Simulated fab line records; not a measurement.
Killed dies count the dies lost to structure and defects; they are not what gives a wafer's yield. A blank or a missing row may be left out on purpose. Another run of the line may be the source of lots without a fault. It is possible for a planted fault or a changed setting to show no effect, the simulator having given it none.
fab line records	flow gf180mcu
[record] lots = 14	wafers = 42	last_day = 34
route steps=602 shown V4@494 M5@530
lots with no fault: from the same line, run without faults
start_h: the number of hours between the record's first day and the start of the first shown wafer of the lot	wait_h: time in hours since the lot's previous step	" unchanged from the row above	L1.1+2: several wafers, shown together as one row	- either no value or no given start	* or withheld: withheld	< > ~ a bound
route shown NAME@n: a module of which the file shows steps, and the number in the route of the first	usual: mean/standard deviation of fault-free wafers	same: alike in all rows	chamber/n: place in a boat	sites: per-site readings	_std_site: standard deviation of those values	_edge_site: the outer-site mean with the inner-site mean subtracted	radius_mm: for every site, how far away it sits from the centre of the wafer	mask NAME#n: copy n	behind: the tool/chamber that last shaped the wafer	hold: reason for holding the lot/hours on hold/outcome of the hold	device: the n, p or np transistor that did not switch	end of line: the tests these same wafers got at the end of their route	for a step that has no rows: nothing shown but its recipe	killed: dies that structure and defects cost at the first sort, which is not the same as the wafer's yield	map: the dies of a wafer, with x for killed, . for not killed, _ for no die there
set.NAME: the setting that was run; set.NAME@STEP: the one run at that earlier step	model.NAME: the simulator's own value behind a step, which no gauge read
steps of the route over a sample of lots; a table a step, a row a wafer
services: when a tool's chamber went out of use (start_h, in hours from the record's first day, below 0 if earlier), for how many hours, and the reason
[[steps]]
[step GF_V4_STRIP_18]
[recipe] chemistry = O2/N2	power_w = 1400	pressure_mtorr = 1500	platen_temp_c = 250	o2_flow_sccm = 3000	n2_flow_sccm = 300	overash_fraction = 0.5
[usual] drypump_motor_current_A = 5.7/0.51	heater_power_w = 312/29	oes_product_au = 0.594/0.0047
lot.wafer	tool	chamber	start_h	wait_h	drypump_motor_current_A	heater_power_w	oes_product_au	rf_hours_counter_h
L604.3	plasma_asher-01	0	568.70	-	5.5	344	0.601	-
L604.4	"	1	"	"	5.8	327	0.597	-
L604.5	"	1	"	"	5.8	314	0.601	-
L605.1	plasma_asher-01	0	576.60	-	5.5	346	0.592	84
L605.2	"	1	"	"	5.8	313	0.586	84
L605.3	"	0	"	"	5.6	354	0.599	-
L606.1	plasma_asher-01	1	586.25	-	5.8	312	0.591	85
L606.4	"	1	"	"	5.8	325	0.602	-
L606.6	"	1	"	"	5.7	312	0.599	-
L607.1	plasma_asher-03	0	594.12	-	6.0	265	0.589	47
L607.3	"	0	"	"	6.0	268	0.594	-
L607.5	"	0	"	"	6.0	264	0.598	-
L608.2	plasma_asher-03	0	599.52	-	6.0	268	0.600	48
L608.3	"	1	"	"	6.2	362	0.591	-
L608.4	"	0	"	"	6.0	265	0.596	-
L609.1	plasma_asher-03	0	618.42	-	6.0	263	0.592	49
L609.2	"	1	"	"	6.2	359	0.592	49
L609.3	"	1	"	"	6.2	354	0.590	-
L612.1	plasma_asher-04	1	632.62	-	6.1	295	0.591	23
L612.3	"	1	"	"	6.1	300	0.596	-
L612.5	"	1	"	"	6.1	296	0.594	-
L615.1	plasma_asher-01	1	656.63	-	5.8	318	0.598	94
L615.4	"	0	"	"	5.5	347	0.594	-
L615.5	"	0	"	"	5.5	358	0.586	-
L616.2	plasma_asher-04	1	658.87	-	6.1	298	0.593	27
L616.4	"	0	"	"	4.8	299	0.594	-
L616.6	"	1	"	"	6.1	304	0.599	-
L622.4	plasma_asher-04	1	703.90	-	6.1	306	0.603	-
L622.5	"	1	"	"	6.1	297	0.597	-
L622.6	"	0	"	"	4.8	293	0.596	-
L623.1	plasma_asher-04	0	708.38	-	4.8	307	0.599	33
L623.5	"	0	"	"	4.8	295	0.596	-
L623.6	"	1	"	"	6.1	294	0.588	-
L624.1	plasma_asher-01	1	714.77	-	5.7	312	0.599	101
L624.2	"	0	"	"	5.5	360	0.595	101
L624.4	"	1	"	"	5.8	322	0.594	-
L625.2	plasma_asher-04	0	719.92	-	4.9	302	0.605	34
L625.5	"	1	"	"	6.1	296	0.593	-
L625.6	"	0	"	"	4.8	297	0.588	-
L626.1	plasma_asher-03	0	734.31	-	6.0	254	0.590	56
L626.2	"	1	"	"	6.2	355	0.591	56
L626.3	"	0	"	"	6.1	266	0.590	-
[step GF_V4_SPUTTER_22]
[recipe] material = TiN	target_thk_nm = 10	chamber_pressure_pa = 5	power_w = 4000	time_s = 40
[usual] throttle_valve_pct = 29.9/1.2
lot.wafer	tool	chamber	start_h	wait_h	throttle_valve_pct
L604.3	pvd_sputter-02	-	569.26	0.0	30.4
L604.4	"	-	"	"	29.2
L604.5	"	-	"	"	30.2
L605.1	pvd_sputter-03	-	577.23	0.0	29.4
L605.2	"	-	"	"	31.6
L605.3	"	-	"	"	29.8
L606.1	pvd_sputter-01	-	586.85	0.0	29.2
L606.4	"	-	"	"	31.9
L606.6	"	-	"	"	29.6
L607.1	pvd_sputter-02	-	594.72	0.0	30.6
L607.3	"	-	"	"	30.4
L607.5	"	-	"	"	30.9
L608.2	pvd_sputter-03	-	600.12	0.0	30.0
L608.3	"	-	"	"	30.1
L608.4	"	-	"	"	29.5
L609.1	pvd_sputter-02	-	619.03	0.0	28.6
L609.2	"	-	"	"	30.7
L609.3	"	-	"	"	29.0
L612.1	pvd_sputter-03	-	633.24	0.0	30.0
L612.3	"	-	"	"	29.6
L612.5	"	-	"	"	30.0
L615.1	pvd_sputter-03	-	657.24	0.0	29.8
L615.4	"	-	"	"	29.9
L615.5	"	-	"	"	31.8
L616.2	pvd_sputter-01	-	659.48	0.0	27.7
L616.4	"	-	"	"	29.1
L616.6	"	-	"	"	29.6
L622.4	pvd_sputter-03	-	704.46	0.0	31.9
L622.5	"	-	"	"	29.3
L622.6	"	-	"	"	30.1
L623.1	pvd_sputter-03	-	708.97	0.0	29.9
L623.5	"	-	"	"	29.3
L623.6	"	-	"	"	32.0
L624.1	pvd_sputter-01	-	715.36	0.0	27.6
L624.2	"	-	"	"	31.8
L624.4	"	-	"	"	28.7
L625.2	pvd_sputter-01	-	720.51	0.0	28.0
L625.5	"	-	"	"	28.7
L625.6	"	-	"	"	29.6
L626.1	pvd_sputter-01	-	735.25	0.0	28.6
L626.2	"	-	"	"	29.1
L626.3	"	-	"	"	31.9
[step GF_M5_EXPOSE_04]
[recipe] mask_id = Metal5	target_cd_nm = 280	na = 0.68	source_shape = conventional	sigma_outer = 0.6	dose_mj = 28
[usual] exposure_dose_mJ_cm2 = 27.943/0.026	focus_offset_nm = 0.0/0.5
lot.wafer	tool	chamber	start_h	wait_h	mask	exposure_dose_mJ_cm2	focus_offset_nm
L604.3	krf_scanner-01	0	602.32	-	Metal5#0	27.979	0.0
L604.4	"	0	"	"	Metal5#0	27.937	-0.1
L604.5	"	0	"	"	Metal5#0	28.003	-0.6
L605.1	krf_scanner-01	-	609.58	-	Metal5#0	-	-
L605.2	"	-	"	"	Metal5#0	-	-
L605.3	"	-	"	"	Metal5#0	-	-
L606.1	krf_scanner-02	-	620.02	-	Metal5#0	-	-
L606.4	"	-	"	"	Metal5#0	-	-
L606.6	"	-	"	"	Metal5#0	-	-
L607.1	krf_scanner-02	0	626.72	-	Metal5#0	27.921	0.5
L607.3	"	0	"	"	Metal5#0	27.954	-0.3
L607.5	"	0	"	"	Metal5#0	27.956	0.0
L608.2	krf_scanner-01	0	632.59	-	Metal5#0	27.997	0.2
L608.3	"	0	"	"	Metal5#0	27.948	0.2
L608.4	"	0	"	"	Metal5#0	27.971	-0.5
L609.1	krf_scanner-01	0	650.46	-	Metal5#0	27.930	1.0
L609.2	"	0	"	"	Metal5#0	27.920	0.1
L609.3	"	0	"	"	Metal5#0	27.939	-0.2
L612.1	krf_scanner-02	0	665.55	-	Metal5#0	27.924	-0.7
L612.3	"	0	"	"	Metal5#0	27.931	0.3
L612.5	"	0	"	"	Metal5#0	27.956	-0.6
L615.1	krf_scanner-01	0	687.65	-	Metal5#0	28.002	0.2
L615.4	"	0	"	"	Metal5#0	27.923	0.2
L615.5	"	0	"	"	Metal5#0	27.999	0.1
L616.2	krf_scanner-01	0	689.70	-	Metal5#0	27.959	0.1
L616.4	"	0	"	"	Metal5#0	27.912	-0.8
L616.6	"	0	"	"	Metal5#0	27.954	-0.4
L622.4	krf_scanner-01	0	732.70	-	Metal5#0	27.884	-0.3
L622.5	"	0	"	"	Metal5#0	27.896	-0.1
L622.6	"	0	"	"	Metal5#0	27.899	-0.6
L623.1	krf_scanner-01	0	735.53	-	Metal5#0	27.934	0.2
L623.5	"	0	"	"	Metal5#0	27.965	-0.6
L623.6	"	0	"	"	Metal5#0	27.921	-0.6
L624.1	krf_scanner-01	0	743.24	-	Metal5#0	27.952	-0.1
L624.2	"	0	"	"	Metal5#0	27.906	0.8
L624.4	"	0	"	"	Metal5#0	27.944	-0.5
L625.2	krf_scanner-02	0	747.47	-	Metal5#0	27.964	0.5
L625.5	"	0	"	"	Metal5#0	27.919	-0.7
L625.6	"	0	"	"	Metal5#0	27.935	-0.2
L626.1	krf_scanner-02	0	761.57	-	Metal5#0	27.952	0.0
L626.2	"	0	"	"	Metal5#0	27.969	0.9
L626.3	"	0	"	"	Metal5#0	27.943	0.4
[step GF_M5_OVL_MEAS_08]
[usual] M5_OVL = 4/5.3
lot.wafer	tool	chamber	start_h	wait_h	M5_OVL[nm]
L604.3	overlay-02	-	612.81	0.1	9
L604.4	"	-	"	"	16
L604.5	"	-	"	"	2
L605.1	overlay-01	-	619.95	0.1	-
L605.2	"	-	"	"	-
L605.3	"	-	"	"	-
L606.1	overlay-02	-	629.64	0.1	-
L606.4	"	-	"	"	-
L606.6	"	-	"	"	-
L607.1	overlay-01	-	636.26	0.1	7
L607.3	"	-	"	"	0
L607.5	"	-	"	"	-5
L608.2	overlay-02	-	642.55	0.1	3
L608.3	"	-	"	"	5
L608.4	"	-	"	"	-2
L609.1	overlay-02	-	660.15	0.1	-4
L609.2	"	-	"	"	12
L609.3	"	-	"	"	4
L612.1	overlay-02	-	674.89	0.1	2
L612.3	"	-	"	"	0
L612.5	"	-	"	"	-1
L615.1	overlay-02	-	696.26	0.1	3
L615.4	"	-	"	"	-3
L615.5	"	-	"	"	3
L616.2	overlay-02	-	698.45	0.1	-6
L616.4	"	-	"	"	-3
L616.6	"	-	"	"	-6
L622.4	overlay-01	-	741.38	0.1	10
L622.5	"	-	"	"	12
L622.6	"	-	"	"	8
L623.1	overlay-01	-	744.14	0.1	7
L623.5	"	-	"	"	0
L623.6	"	-	"	"	10
L624.1	overlay-02	-	751.54	0.1	9
L624.2	"	-	"	"	-1
L624.4	"	-	"	"	5
L625.2	overlay-01	-	755.77	0.1	6
L625.5	"	-	"	"	8
L625.6	"	-	"	"	3
L626.1	overlay-02	-	769.16	0.1	5
L626.2	"	-	"	"	5
L626.3	"	-	"	"	6
[[services]]
tool	chamber	start_h	hours	kind
krf_scanner-01	-	547.52	1.3	pm
krf_scanner-01	-	548.90	0.8	pm
krf_scanner-01	0	558.06	-	calibration
krf_scanner-01	-	570.57	0.2	repair
plasma_asher-01	-	577.99	1.0	repair
pvd_sputter-01	-	598.00	3.4	repair
krf_scanner-02	-	609.57	1.0	pm
plasma_asher-03	-	619.54	58.6	pm
krf_scanner-01	-	623.62	4.4	pm
krf_scanner-02	-	630.69	1.0	repair
krf_scanner-02	-	631.85	0.8	pm
plasma_asher-01	-	637.73	3.5	repair
pvd_sputter-02	-	638.82	0.6	repair
plasma_asher-04	-	660.79	2.1	repair
krf_scanner-01	-	676.74	1.0	pm
pvd_sputter-02	-	680.23	3.1	repair
krf_scanner-02	-	683.82	1.3	pm
plasma_asher-03	-	700.43	0.9	repair
krf_scanner-01	-	717.70	0.8	pm
krf_scanner-01	-	722.58	1.3	pm
krf_scanner-01	0	728.55	-	calibration
krf_scanner-02	-	731.99	11.8	repair
pvd_sputter-02	-	745.82	1.0	repair
krf_scanner-01	-	752.61	2.1	repair
[[key]]
[first_sign] step = GF_M5_EXPOSE_04	reading = tool_record	direction = missing
effect none on later readings
met_at GF_M5_EXPOSE_04
struck_lots L605,L606
later_rows_left_out L605.1,L605.2,L605.3,L606.1,L606.4,L606.6
sort_left_out L605.1,L605.2,L605.3,L606.1,L606.4,L606.6
not_acting_at GF_V4_STRIP_18,GF_V4_SPUTTER_22,GF_M5_OVL_MEAS_08
onset_between 602.32 609.58
[fault] kind = skipped_step_whole	tool = krf_scanner-01,krf_scanner-02	chamber = -	onset_h = 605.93	steps = GF_M5_EXPOSE_04	scope = struck_lots_only
// sort_left_out: the simulated sort isn't trusted on such a fault, so these wafers' sort isn't shown, and their yield isn't known
// later_rows_left_out: the simulator's readings of these wafers behind a module that went badly wrong aren't trusted and aren't shown, but for the sort
